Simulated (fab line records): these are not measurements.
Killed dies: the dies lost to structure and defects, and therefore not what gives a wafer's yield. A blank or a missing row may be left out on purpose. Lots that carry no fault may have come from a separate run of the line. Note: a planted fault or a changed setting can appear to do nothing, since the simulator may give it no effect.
Chamber matching	flow sky130	3 sister chambers for SKY_PASSIVATION_CVD_00 on pecvd-02
The step deposits SiO2, target thk 90 nm. 3 wafers are shown with their chamber, then 10 later ones without.

## WAFERS PAIRED WITH THEIR CHAMBERS
wafer	chamber	heater power w (W)
L082.6	1	685
L088.1	2	638
L088.3	0	662

## WAFERS MISSING THEIR CHAMBER
wafer	heater power w (W)
L088.4	690
L093.2	730
L093.3	555
L093.5	567
L094.1	591
L094.2	733
L094.4	587
L096.2	644
L096.4	650
L096.6	723

## WHICH CHAMBER EACH ONE RAN IN
wafer	from the rows above	in truth
L088.4	can't be placed: 1 or 0 or 2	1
L093.2	can't be placed: 1 or 0 or 2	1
L093.3	can't be placed: 2 or 0 or 1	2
L093.5	can't be placed: 2 or 0 or 1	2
L094.1	can't be placed: 2 or 0 or 1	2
L094.2	can't be placed: 1 or 0 or 2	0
L094.4	can't be placed: 2 or 0 or 1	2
L096.2	can't be placed: 2 or 0 or 1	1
L096.4	can't be placed: 0 or 2 or 1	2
L096.6	can't be placed: 1 or 0 or 2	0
Placed correctly: 0 of 10. From these rows, 10 cannot be placed; in 10 the true chamber is one of the candidates. Wrongly placed: 0.
How it was worked out, from the rows above alone: a wafer's distance from a chamber is the root of the sum, over the readings, of the square of ((its reading less the chamber's mean) divided by the reading's scatter). If the next closest chamber is less than 2 further off than the closest, the wafer can't be placed; otherwise it belongs to the closest. The mean given for a chamber averages the wafers shown for that chamber. The scatter (one wafer shown for each chamber): square how far every hidden wafer sits from the nearest shown wafer, average those squares and take the square root.
